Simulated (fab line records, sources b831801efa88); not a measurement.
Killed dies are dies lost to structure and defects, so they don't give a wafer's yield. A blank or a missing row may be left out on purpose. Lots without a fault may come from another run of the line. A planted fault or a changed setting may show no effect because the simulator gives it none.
Problem report in the 8D (eight disciplines) form, filled by code | flow sky130 | the parts of the form that need people (team, actions taken, sign-off) are left out

1. THE PROBLEM
dose_ions_cm2 at SKY_LDD_HVP_IMPLANT_08 reads a mean of 1.7554e+13 on 6 wafers of 2 lots; wafers without a fault read 1.6994e+13 with a standard deviation of 1.8e+10. That is +31 standard deviations from the usual mean.
First seen on wafer L584.3, day 28 12:39, on implanter-02. The record holds 42 wafers of 14 lots with a number at this step. Rule for "out", or "out of limits": more than 4 standard deviations from the usual mean. The other wafers with a number count as sound.

2. WHAT IT IS AND WHAT IT IS NOT
question                    | is                     | is not
which readings at this step | dose_ions_cm2          | -
which lots                  | L584, L585             | L564, L565, L566, L567, L568, L570, L571, L573, L574, L575, L576, L582
which wafers of those lots  | all that have a number | -
read on which tools         | implanter-02           | implanter-01, implanter-04
when                        | from day 28 12:39      | up to then (36 sound wafers)

3. SUSPECTS, AND WHAT RULES EACH OUT
Counting: a tool at a process step up to the reading stays a suspect if it ran every lot that is out and no sound lot after the first of them.
- implanter-02 at SKY_LDD_HVP_IMPLANT_08: kept. It ran every lot that is out, first L584 (day 28 12:39), and no sound lot after that; its last sound lot up to then is L575 (day 25 14:22). Its own readings are out on those wafers: dose_ions_cm2.
Left after counting: implanter-02 at SKY_LDD_HVP_IMPLANT_08.

4. THE CAUSE (what the simulator had put in)
Process parameter drift: implanter-02, from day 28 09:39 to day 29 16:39, at SKY_LDD_HVP_IMPLANT_08. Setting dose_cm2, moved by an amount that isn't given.
Counting left only this tool.

5. THE CHAIN OF EFFECTS, in route order
Each row: a reading whose mean over the struck wafers that have a number lies more than 3 standard deviations from the usual. Only readings for which the record gives a usual standard deviation are gone through. hours: the time from each lot's start at the first step in this table that gives one to its start at this step, as a median over the lots. sigmas: the change in usual standard deviations.
hours | step                   | reading       | usual      | on struck wafers | change      | sigmas
0     | SKY_LDD_HVP_IMPLANT_08 | dose_ions_cm2 | 1.6994e+13 | 1.7554e+13       | +5.6050e+11 | +31
The process steps in it:
- SKY_LDD_HVP_IMPLANT_08
Later measuring or inspecting steps at which every struck wafer that the step has a row for has a number for every such reading, and none has moved that far: SKY_SPACER_THK_MEAS_01.

6. WHAT WOULD HAVE CAUGHT IT SOONER
In this record the first reading out of limits was taken at day 28 12:39, 3 hours after the fault began at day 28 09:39.
